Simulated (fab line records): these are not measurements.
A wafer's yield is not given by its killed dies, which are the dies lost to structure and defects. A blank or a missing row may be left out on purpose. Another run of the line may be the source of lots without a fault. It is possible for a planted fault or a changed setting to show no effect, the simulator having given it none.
2 desks, one fault	flow gf180mcu	each desk has only its own numbers; what lay behind them comes last

## TOOL OWNER'S DESK, implanter-02
For each lot that ran on this tool, the mean over its sampled wafers that have a number, from the tool's own readings at GF_LVPWELL_IMPLANT_08. The brackets show how far a lot's mean lies from the usual mean; more than 4 standard deviations puts the lot out of limits, marked OUT.
Columns: A = dose ions cm2 at GF_LVPWELL_IMPLANT_08, usual 1.4996e+13; B = faraday current uA at GF_LVPWELL_IMPLANT_08, usual 84.4
lot	first seen here	A	B
L610	day 4 08:09	1.4983e+13	83.8
L616	day 5 13:45	1.5020e+13	82.6
L618	day 5 23:44	1.5002e+13	84.9
L619	day 6 05:38	1.5005e+13	84.7
L626	day 7 21:31	1.2678e+13 (-99 or more) OUT	73.4 (-6.9) OUT
L629	day 8 23:05	1.2665e+13 (-99 or more) OUT	71.9 (-7.8) OUT
This desk finds L626, L629 out of limits, L626 being first, at day 7 21:31 (dose ions cm2 at GF_LVPWELL_IMPLANT_08). Within limits: L610, L616, L618, L619.

## METROLOGY DESK
Lot by lot, what the gauges showed, no matter which tool ran the lot: averages of those sampled wafers that carry a number. The brackets show how far a lot's mean lies from the usual mean; more than 4 standard deviations puts the lot out of limits, marked OUT.
Columns: A = LVPWELL_OVL at GF_LVPWELL_OVL_MEAS_07, usual 0.1 nm; B = LVPWELL_TW at GF_LVPWELL_TW_MEAS_11, usual 562; C = LVPWELL_RS at GF_VT_IMPLANT_RS_MEAS_48, usual 1197.0 ohm/sq
lot	first seen here	A	B	C
L610	day 4 08:07	-0.5	565	1198.6
L611	day 4 14:58	-1.4	559	1200.0
L614	day 5 05:49	-0.6	552	1198.4
L616	day 5 13:43	-1.1	559	1199.2
L618	day 5 23:42	1.2	566	1200.9
L619	day 6 05:34	-0.4	557	1195.0
L620	day 6 12:36	2.3	570	1193.8
L621	day 6 15:07	-0.8	572	1191.7
L624	day 7 17:52	-0.7	564	1197.2
L626	day 7 21:28	2.1	536 (-4.4) OUT	1302.6 (+38) OUT
L629	day 8 23:04	-0.1	536 (-4.5) OUT	1299.0 (+36) OUT
L631	day 9 08:30	-0.8	562	1193.1
This desk's finding: out of limits on L626, L629; first on L626, day 7 21:54 (LVPWELL_TW at GF_LVPWELL_TW_MEAS_11). Within limits: L610, L611, L614, L616, L618, L619, L620, L621, L624, L631.

## BROUGHT TOGETHER
On L626, L629, at day 7 21:31, an alarm was possible from the tool owner's desk.
The metrology desk could have raised an alarm at day 7 21:54, on L626, L629.
Of the lots named, all ran GF_LVPWELL_IMPLANT_08 on implanter-02.

## WHAT THE SIMULATOR HAD INSERTED
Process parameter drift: implanter-02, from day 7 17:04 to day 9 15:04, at GF_LVPWELL_IMPLANT_08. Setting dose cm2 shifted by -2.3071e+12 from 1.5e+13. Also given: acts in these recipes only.
Lots struck among those shown: L626, L629.
Time in hours from fault onset to the first out-of-limits reading at each desk: tool owner's desk 4, metrology desk 5.
